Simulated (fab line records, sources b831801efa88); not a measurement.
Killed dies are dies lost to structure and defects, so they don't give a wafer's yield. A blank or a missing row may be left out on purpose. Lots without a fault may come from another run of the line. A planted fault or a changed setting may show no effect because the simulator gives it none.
fab line records | flow sky130
record lots=14 wafers=42 last_day=50
route steps=708 shown DNWELL@44 VT_ADJUST_HVTP@93 VT_ADJUST_NCORE@126 VT_ADJUST_PCH@151
lots that met no fault: from a run of the same line without faults
start_h: hours from the record's first day to the start of the lot's first wafer shown | wait_h: hours since the lot's step before | " the same as in the row above | L1.1+2: a row that stands for several wafers | - no value, or no start given | * or withheld: withheld | < > ~ a bound
route shown NAME@n: a module of which the file shows steps, and the number in the route of the first | usual: mean/standard deviation of fault-free wafers | same: alike in all rows | chamber/n: place in a boat | sites: the reading at each site | _std_site: their standard deviation | _edge_site: outer sites' mean less inner sites' | radius_mm: how far each site lies from the wafer's centre | mask NAME#n: copy n | behind: the tool/chamber that last shaped the wafer | hold: why the lot was held/for how many hours/how that ended | device: the transistor (n, p or np) that didn't switch | end of line: the same wafers' tests at the end of the route | a step without rows: its recipe alone | killed: dies lost to structure and defects at the first sort, not the wafer's yield | map: a wafer's dies, x killed, . not, _ none there
set.NAME: the setting as run; set.NAME@STEP: as run at that earlier step | model.NAME: the simulator's own value behind a step, which no gauge read
steps of the route over a sample of lots; a table a step, a row a wafer
services: from which hour (start_h, from the record's first day; less than 0 if before it) a tool's chamber was out of use, for how many hours, and why
## steps
# step SKY_DNWELL_TW_MEAS_09
# usual DNWELL_TW=1106/11
# columns lot.wafer tool chamber start_h wait_h DNWELL_TW
L600.1 film_metro-04 - 59.75 0.1 1101
L600.3 " - " " 1102
L600.4 " - " " 1100
L601.2 film_metro-02 - 64.04 0.1 1120
L601.3 " - " " 1119
L601.4 " - " " 1120
L604.2 film_metro-04 - 85.94 0.1 1106
L604.3 " - " " 1098
L604.5 " - " " 1096
L605.1 film_metro-02 - 90.95 0.1 1121
L605.4 " - " " 1123
L605.6 " - " " 1128
L606.2 film_metro-01 - 91.09 0.1 1094
L606.3 " - " " 1098
L606.6 " - " " 1089
L607.2 film_metro-04 - 95.44 0.1 1098
L607.4 " - " " 1109
L607.5 " - " " 1097
L608.4 film_metro-04 - 100.33 0.1 1093
L608.5 " - " " 1099
L608.6 " - " " 1098
L611.4 film_metro-02 - 120.46 0.1 1120
L611.5 " - " " 1122
L611.6 " - " " 1115
L612.1 film_metro-04 - 123.30 0.1 1101
L612.2 " - " " 1103
L612.4 " - " " 1102
L615.1 film_metro-04 - 136.30 0.1 1106
L615.4 " - " " 1109
L615.5 " - " " 1113
L617.1 film_metro-04 - 155.05 0.1 1102
L617.2 " - " " 1102
L617.4 " - " " 1099
L620.1 film_metro-04 - 170.12 0.1 1110
L620.5 " - " " 1111
L620.6 " - " " 1113
L621.2 film_metro-02 - 175.09 0.1 1108
L621.3 " - " " 1109
L621.6 " - " " 1110
L622.1 film_metro-01 - 178.10 0.1 1099
L622.4 " - " " 1097
L622.6 " - " " 1101
# step SKY_VT_ADJUST_HVTP_OVL_MEAS_08
# usual VT_ADJUST_HVTP_OVL=-0.3/1.3
# columns lot.wafer tool chamber start_h wait_h VT_ADJUST_HVTP_OVL[nm]
L600.1 overlay-02 - 131.27 0.1 -0.5
L600.3 " - " " 1.7
L600.4 " - " " 1.1
L601.2 overlay-01 - 135.23 0.1 0.4
L601.3 " - " " -0.6
L601.4 " - " " -1.6
L604.2 overlay-01 - 162.23 0.1 -0.9
L604.3 " - " " -2.5
L604.5 " - " " -3.5
L605.1 overlay-01 - 165.77 0.1 -1.4
L605.4 " - " " -0.3
L605.6 " - " " -1.9
L607.2 overlay-02 - 171.53 0.1 -1.3
L607.4 " - " " -0.4
L607.5 " - " " -2.4
L606.2 overlay-02 - 172.93 0.1 0.3
L606.3 " - " " 0.3
L606.6 " - " " -0.3
L608.4 overlay-02 - 177.51 0.1 -1.7
L608.5 " - " " 0.0
L608.6 " - " " -0.1
L611.4 overlay-01 - 201.24 0.1 -1.6
L611.5 " - " " -0.8
L611.6 " - " " 0.0
L612.1 overlay-01 - 203.20 0.1 0.5
L612.2 " - " " 1.4
L612.4 " - " " 1.0
L615.1 overlay-02 - 219.67 0.1 0.2
L615.4 " - " " -1.2
L615.5 " - " " 1.1
L617.1 overlay-01 - 241.97 0.1 0.1
L617.2 " - " " 0.9
L617.4 " - " " -0.1
L620.1 overlay-02 - 259.77 0.1 1.0
L620.5 " - " " 1.2
L620.6 " - " " -0.1
L621.2 overlay-02 - 266.28 0.1 0.3
L621.3 " - " " -1.1
L621.6 " - " " -2.8
L622.1 overlay-02 - 269.17 0.1 -0.1
L622.4 " - " " 1.6
L622.6 " - " " 1.1
# step SKY_VT_ADJUST_NCORE_CD_MEAS_07
# recipe target_cd_nm=380
# usual cd_nm=379.3/2
# columns lot.wafer tool chamber start_h wait_h cd_nm
L600.1 cd_sem-02 - 191.23 0.1 380.8
L600.3 " - " " 379.5
L600.4 " - " " 380.3
L601.2 cd_sem-02 - 195.15 0.1 379.3
L601.3 " - " " 381.5
L601.4 " - " " 378.7
L604.2 cd_sem-01 - 227.12 0.1 378.7
L604.3 " - " " 378.1
L604.5 " - " " 381.2
L605.1 cd_sem-01 - 231.13 0.1 377.7
L605.4 " - " " 377.8
L605.6 " - " " 375.4
L607.2 cd_sem-02 - 237.37 0.1 375.4
L607.4 " - " " 376.2
L607.5 " - " " 376.0
L606.2 cd_sem-01 - 239.45 0.1 378.8
L606.3 " - " " 378.6
L606.6 " - " " 379.6
L608.4 cd_sem-02 - 244.24 0.1 375.9
L608.5 " - " " 373.4
L608.6 " - " " 376.5
L611.4 cd_sem-01 - 270.54 0.1 380.0
L611.5 " - " " 382.3
L611.6 " - " " 382.0
L612.1 cd_sem-01 - 272.80 0.1 380.2
L612.2 " - " " 383.8
L612.4 " - " " 381.7
L615.1 cd_sem-02 - 290.93 0.1 380.5
L615.4 " - " " 380.7
L615.5 " - " " 380.9
L617.1 cd_sem-01 - 313.98 0.1 379.0
L617.2 " - " " 380.6
L617.4 " - " " 379.4
L620.1 cd_sem-01 - 333.18 0.1 378.7
L620.5 " - " " 382.2
L620.6 " - " " 377.6
L621.2 cd_sem-02 - 340.77 0.1 379.0
L621.3 " - " " 380.1
L621.6 " - " " 379.9
L622.1 cd_sem-01 - 343.95 0.2 379.7
L622.4 " - " " 378.4
L622.6 " - " " 378.9
# step SKY_VT_ADJUST_PCH_IMPLANT_08
# recipe species=B energy_kev=10 dose_cm2=5e+11 tilt_deg=withheld
# usual beam_energy_keV=9.999/0.0036 dose_ions_cm2=5.001e+11/4.7e+08 faraday_current_uA=2.82/0.065
# columns lot.wafer tool chamber start_h wait_h beam_energy_keV dose_ions_cm2 faraday_current_uA
L600.1 implanter-01 0 236.36 0.0 9.996 5.004e+11 2.84
L600.3 " 0 " " 9.994 4.998e+11 2.86
L600.4 " 0 " " 9.994 5.005e+11 2.79
L601.2 implanter-02 0 241.44 0.0 9.992 5.01e+11 2.73
L601.3 " 0 " " 9.999 5.003e+11 2.77
L601.4 " 0 " " 9.999 5.006e+11 2.90
L604.2 implanter-01 0 273.64 0.0 9.999 5e+11 2.86
L604.3 " 0 " " 9.997 4.991e+11 2.75
L604.5 " 0 " " 9.997 4.994e+11 2.92
L605.1 implanter-01 0 277.39 0.0 9.994 5e+11 2.94
L605.4 " 0 " " 10.002 4.996e+11 2.81
L605.6 " 0 " " 10.004 4.998e+11 2.94
L607.2 implanter-02 0 284.86 0.0 9.997 5.006e+11 2.87
L607.4 " 0 " " 10.002 5.005e+11 2.79
L607.5 " 0 " " 9.998 5.001e+11 2.84
L606.2 implanter-02 0 287.44 0.0 10.003 5.003e+11 2.90
L606.3 " 0 " " 10.000 5.003e+11 2.85
L606.6 " 0 " " 9.998 5.006e+11 2.80
L608.4 implanter-04 0 292.24 0.1 9.998 4.996e+11 2.83
L608.5 " 0 " " 9.993 5.003e+11 2.76
L608.6 " 0 " " 9.997 5.003e+11 2.87
L611.4 implanter-02 0 320.14 0.1 10.001 5.005e+11 2.76
L611.5 " 0 " " 10.002 4.998e+11 2.67
L611.6 " 0 " " 10.006 5.002e+11 2.80
L612.1 implanter-04 0 321.49 0.0 10.002 4.998e+11 2.83
L612.2 " 0 " " 10.005 4.998e+11 2.66
L612.4 " 0 " " 10.002 4.995e+11 2.92
L615.1 implanter-02 0 341.21 0.0 9.991 4.431e+11 2.41
L615.4 " 0 " " 9.994 4.423e+11 2.51
L615.5 " 0 " " 9.995 4.43e+11 2.49
L617.1 implanter-02 0 367.14 0.0 9.999 4.423e+11 2.56
L617.2 " 0 " " 9.999 4.426e+11 2.44
L617.4 " 0 " " 10.001 4.425e+11 2.49
L620.1 implanter-01 0 389.48 0.0 10.003 5.009e+11 2.87
L620.5 " 0 " " 10.006 5.005e+11 2.92
L620.6 " 0 " " 10.005 5.005e+11 2.88
L621.2 implanter-01 0 397.24 0.0 9.994 5.008e+11 2.93
L621.3 " 0 " " 10.001 4.998e+11 2.82
L621.6 " 0 " " 10.000 4.998e+11 2.75
L622.1 implanter-01 0 401.83 0.0 10.003 5.004e+11 2.81
L622.4 " 0 " " 9.999 4.997e+11 2.83
L622.6 " 0 " " 10.002 5.003e+11 2.83
## services
# columns tool chamber start_h hours kind
implanter-02 - 230.42 0.7 repair
implanter-04 - 242.79 31.9 pm
implanter-02 - 263.12 2.7 pm
implanter-04 - 274.68 3.3 pm
implanter-01 - 284.41 6.4 pm
implanter-04 - 304.68 3.7 repair
implanter-02 - 313.90 2.5 repair
implanter-02 - 335.28 4.2 repair
implanter-04 - 339.33 2.8 repair
implanter-02 - 343.05 2.6 repair
implanter-02 - 348.32 3.9 pm
implanter-02 - 381.99 1.8 repair
implanter-04 - 393.49 0.5 repair
## key
first_sign step=SKY_VT_ADJUST_PCH_IMPLANT_08 reading=dose_ions_cm2 direction=down sigmas=99+ usual=* struck=*
effect step=SKY_VT_ADJUST_PCH_IMPLANT_08 reading=faraday_current_uA direction=down sigmas=5.1 usual=2.82 struck=2.48
met_at SKY_VT_ADJUST_PCH_IMPLANT_08
struck_lots L615,L617
tester_left_out L615,L617
not_acting_at SKY_DNWELL_TW_MEAS_09,SKY_VT_ADJUST_HVTP_OVL_MEAS_08,SKY_VT_ADJUST_NCORE_CD_MEAS_07
onset_between 320.14 341.21
fault kind=process_parameter_drift tool=implanter-02 chamber=- onset_h=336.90 steps=SKY_VT_ADJUST_PCH_IMPLANT_08 channel=dose_cm2 offset=* shape=step end_h=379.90 acts_in=* stated=*
# tester_left_out: of these lots the tester's yield and bins aren't shown, on N5 and GAA mostly nor the transistor test; their killed dies are dies lost to structure and defects alone, not to doping, threshold or leakage, so they don't give the yield
